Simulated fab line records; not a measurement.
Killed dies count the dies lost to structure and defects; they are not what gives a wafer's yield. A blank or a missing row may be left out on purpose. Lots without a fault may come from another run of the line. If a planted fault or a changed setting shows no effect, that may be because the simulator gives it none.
A struck lot beside a sound one :: flow sky130 :: 26 out of 708 route steps
Sound: these wafers, L239.2, L239.4, L239.5. Wafers struck: L229.3, L229.4, L229.6. Last of all comes the cause.
At each step with rows: each side's tool, then ch and its chambers, then its first start. Under that, the readings that differ: sound wafers :: struck wafers :: difference of the means :: sigmas: that difference in standard deviations of wafers without a fault.
alike: a reading whose means differ by less than 2 such deviations, as well as words and numbers matching on both sides. not compared: withheld readings; readings where some wafer has no value; bounds like >300 that might hide an equal value; numbers whose values overlap and for which the record gives no deviation.
A row with sigmas, a row that says differs or no value, or rows on one side alone: a step with any of these is where the two part. When numbers do not overlap yet have no deviation, they are printed without sigmas and do not part them. A reading that every wafer of one side lacks parts them only if that side has two wafers or more.

first, 3 steps without rows for these wafers: SKY_FIELD_ISO_WET_ETCH_30 (etches SiO2 in dHF, target depth 25 nm, time 50 s); SKY_NWELL_CLEAN_00 (cleans in SC1/SC2, time 150 s); SKY_NWELL_OXIDATION_01 (stabilise 600 s, purge 300 s, target thk 10 nm).
SKY_NWELL_THK_MEAS_02:
  sound on film-metro-01, day 6 22:11; struck on film-metro-04, day 4 15:25
  alike: NWELL_OXIDATION_THK
then, 8 steps without rows for these wafers: SKY_DNWELL_DEHYDRATE_00 (time 60 s); SKY_DNWELL_HMDS_01 (prime time 60 s); SKY_DNWELL_COAT_02 (resist thk 3000 nm); SKY_DNWELL_SOFTBAKE_03; SKY_DNWELL_EXPOSE_04 (exposes mask DNM, target cd 3000 nm); SKY_DNWELL_PEB_05; SKY_DNWELL_DEVELOP_06 (develop time 60 s); SKY_DNWELL_IMPLANT_07.
SKY_DNWELL_STRIP_08: strips in O2/N2.
  sound on plasma-asher-02 ch 0,1, day 7 18:38; struck on plasma-asher-02 ch 0,1, day 5 08:49
  no value came back on the struck wafers for chamber-pressure-mTorr (mTorr), drypump-motor-current-A (A), oes-product-au (a.u.), strip-time-to-endpoint-s (s); on the sound wafers chamber-pressure-mTorr (mTorr) reads 1496.3 1501.7 1499.0
reading: model.coat_of_DNWELL_COAT_02.thk-nm (nm)
sound: 0 0 0
struck: 2995 2982 2992
difference: +2990
sigmas: 
  not compared: rf-hours-counter-h
SKY_DNWELL_TW_MEAS_09:
  sound on film-metro-04, day 7 18:44; struck on film-metro-01, day 5 08:54
reading: DNWELL_TW
sound: 1114 1111 1110
struck: 1085 1082 1083
difference: -28
sigmas: -2
then, 7 steps without rows for these wafers: SKY_PWDE_DEHYDRATE_00 (time 60 s); SKY_PWDE_HMDS_01 (prime time 60 s); SKY_PWDE_COAT_02 (resist thk 3000 nm); SKY_PWDE_SOFTBAKE_03; SKY_PWDE_EXPOSE_04 (exposes mask PWDEM, target cd 840 nm); SKY_PWDE_PEB_05; SKY_PWDE_DEVELOP_06 (develop time 58.67 s).
SKY_PWDE_OVL_MEAS_07:
  sound on overlay-02, day 8 14:56; struck on overlay-01, day 6 02:59
  alike: PWDE_OVL
next, for these wafers, 1 step has no rows: SKY_PWDE_IMPLANT_08.
SKY_PWDE_STRIP_09: strips in O2/N2.
  sound on plasma-asher-03 ch 0,1, day 8 15:07; struck on plasma-asher-03 ch 0,1, day 6 03:12
reading: oes-product-au (a.u.)
sound: 0.717 0.724 0.724
struck: 0.740 0.739 0.736
difference: +0.017
sigmas: +3

reading: strip-time-to-endpoint-s (s)
sound: 36.94 37.05 36.97
struck: 81.23 80.90 81.17
difference: +44.11
sigmas: +99 or more
  alike: chamber-pressure-mTorr, drypump-motor-current-A
  not compared: rf-hours-counter-h
SKY_PWDE_TW_MEAS_10:
  sound on film-metro-03, day 8 15:13; struck on film-metro-01, day 6 03:17
reading: PWDE_TW
sound: 370 371 372
struck: 30 29 30
difference: -341
sigmas: -79
then, 1 step without rows for these wafers: SKY_NWELL_DEHYDRATE_03 (time 60 s).

== WHERE THEY PART ==
Last at SKY_PWDE_TW_MEAS_10 as far as this record goes, first at SKY_DNWELL_STRIP_08.

WHY: what had been put in by the simulator
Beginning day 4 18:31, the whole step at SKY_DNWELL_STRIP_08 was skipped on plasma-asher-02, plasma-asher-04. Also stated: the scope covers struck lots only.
